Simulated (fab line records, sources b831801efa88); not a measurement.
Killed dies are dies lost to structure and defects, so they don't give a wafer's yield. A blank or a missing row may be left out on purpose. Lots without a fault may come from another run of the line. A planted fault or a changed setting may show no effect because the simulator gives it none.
Chamber matching | flow sky130 | SKY_VIA4_ETCH_12 on rie_diel-01: 4 sister chambers
The step etches SiO2 in C4F8/O2/Ar, stops on TiN, target depth 580 nm. 8 wafers are shown with their chamber, then 7 later ones without.

WAFERS WITH THEIR CHAMBER
wafer  | chamber | oes_product_au (a.u.)
L809.1 | 0       | 0.923
L809.6 | 2       | 0.923
L812.1 | 2       | 0.930
L812.2 | 1       | 0.922
L814.1 | 1       | 0.922
L814.5 | 0       | 0.924
L820.4 | 3       | 0.924
L820.5 | 3       | 0.930

WAFERS WITHOUT THEIR CHAMBER
wafer  | oes_product_au (a.u.)
L820.6 | 0.928
L823.3 | 0.926
L823.4 | 0.928
L823.6 | 0.920
L827.1 | 0.931
L827.2 | 0.921
L827.4 | 0.933

WHICH CHAMBER EACH WENT THROUGH
wafer  | from the rows above               | in truth
L820.6 | can't be placed: 3 or 2 or 0 or 1 | 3
L823.3 | can't be placed: 2 or 3 or 0 or 1 | 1
L823.4 | can't be placed: 3 or 2 or 0 or 1 | 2
L823.6 | can't be placed: 1 or 0 or 2 or 3 | 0
L827.1 | can't be placed: 3 or 2 or 0 or 1 | 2
L827.2 | can't be placed: 1 or 0 or 2 or 3 | 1
L827.4 | can't be placed: 3 or 2 or 0 or 1 | 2
Placed correctly: 0 of 7. Can't be placed from these rows: 7 (the true chamber is among the candidates in 7). Placed wrongly: 0.
How it was worked out, from the rows above alone: a wafer's distance from a chamber is the root of the sum, over the readings, of the square of ((its reading less the chamber's mean) divided by the reading's scatter). The wafer belongs to the nearest chamber; if the next one is less than 2 further off, it can't be placed. A chamber's mean is the mean of its shown wafers. The scatter: the root of (the sum of the squares of (reading less its chamber's mean) over the shown wafers, divided by (wafers less chambers)).
